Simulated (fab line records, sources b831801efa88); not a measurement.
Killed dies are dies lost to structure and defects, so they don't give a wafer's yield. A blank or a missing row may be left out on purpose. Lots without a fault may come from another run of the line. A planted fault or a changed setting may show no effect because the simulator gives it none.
Tool commonality check | flow gf180mcu | 12 lots, 36 wafers sampled

WHY IT WAS OPENED
At GF_MVSD_TW_MEAS_11 the reading MVSD_TW is flagged on 2 of 12 lots. Wafers without a fault read 1574, standard deviation 9.1.
Rule: a lot is flagged when every wafer of it that has a number lies more than 4 standard deviations from that mean, or none has a number. The other lots count as sound.

lot  | measured    | on            | MVSD_TW, wafer by wafer | flag
L608 | day 4 17:13 | film_metro-04 | 1587 1577 1595          |
L613 | day 5 16:52 | film_metro-04 | 1584 1583 1580          |
L614 | day 5 23:24 | film_metro-01 | 1569 1562 1563          |
L615 | day 6 02:50 | film_metro-04 | 1581 1569 1567          |
L618 | day 6 23:29 | film_metro-03 | 1584 1583 1594          |
L619 | day 7 00:41 | film_metro-01 | 1562 1564 1569          |
L620 | day 7 08:50 | film_metro-01 | 1561 1565 1559          |
L625 | day 8 14:26 | film_metro-03 | 1660 1669 1674          | FLAGGED
L627 | day 9 02:02 | film_metro-04 | 1678 1674 1670          | FLAGGED
L628 | day 9 04:29 | film_metro-01 | 1571 1563 1574          |
L629 | day 9 16:28 | film_metro-01 | 1569 1562 1567          |
L630 | day 9 21:01 | film_metro-03 | 1573 1585 1581          |
The numbers of the flagged lots are 1671 on average: +97 against the usual, or +11 standard deviations.

WHICH TOOL RAN EACH LOT
The record holds 1 process step before the reading, out of a route of 602 steps. In each cell: the tool, then ch and the chambers that the sampled wafers went through, then the start.
lot  | flag    | GF_MVSD_IMPLANT_08
L608 |         | implanter-02 ch 0, day 4 16:50
L613 |         | implanter-03 ch 0, day 5 16:30
L614 |         | implanter-03 ch 0, day 5 23:00
L615 |         | implanter-04 ch 0, day 6 02:28
L618 |         | implanter-02 ch 0, day 6 23:05
L619 |         | implanter-04 ch 0, day 7 00:17
L620 |         | implanter-03 ch 0, day 7 08:26
L625 | FLAGGED | implanter-03 ch 0, day 8 14:02
L627 | FLAGGED | implanter-03 ch 0, day 9 01:38
L628 |         | implanter-02 ch 0, day 9 04:05
L629 |         | implanter-04 ch 0, day 9 16:06
L630 |         | implanter-04 ch 0, day 9 20:37
What these steps do:
- GF_MVSD_IMPLANT_08
- GF_MVSD_TW_MEAS_11

FLAGGED OVER TOTAL, TOOL BY TOOL (the gauges that took the reading come last)
step               | tool          | lots run | flagged | share of the flagged lots | sound lots run after its first flagged lot
GF_MVSD_IMPLANT_08 | implanter-02  | 3        | 0       | none                      | -
GF_MVSD_IMPLANT_08 | implanter-03  | 5        | 2       | all                       | 0
GF_MVSD_IMPLANT_08 | implanter-04  | 4        | 0       | none                      | -
GF_MVSD_TW_MEAS_11 | film_metro-01 | 5        | 0       | none                      | -
GF_MVSD_TW_MEAS_11 | film_metro-03 | 3        | 1       | some                      | 1 (L630)
GF_MVSD_TW_MEAS_11 | film_metro-04 | 4        | 1       | some                      | 0

WHAT THE TABLE ALLOWS
1 row of the table ran every flagged lot: implanter-03 at GF_MVSD_IMPLANT_08.
- implanter-03 at GF_MVSD_IMPLANT_08: 2 of its 5 lots flagged. Its last sound lot is L620 (day 7 08:26), its first flagged lot L625 (day 8 14:02): a fault that began between those two fits. Its own readings lie more than 4 standard deviations out on every wafer of the flagged lots: beam_on_s, end_station_pressure_torr, faraday_current_uA.
One tool is left: implanter-03 at GF_MVSD_IMPLANT_08.

WHAT THE SIMULATOR HAD PUT IN
Process parameter drift: implanter-03, from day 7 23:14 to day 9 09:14, at GF_MVSD_IMPLANT_08. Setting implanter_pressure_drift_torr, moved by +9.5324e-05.
Process parameter drift: implanter-03, from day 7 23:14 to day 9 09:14, at GF_MVSD_IMPLANT_08. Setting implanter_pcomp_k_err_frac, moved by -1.
Lots struck among those shown: L625, L627. The rule above found the same.
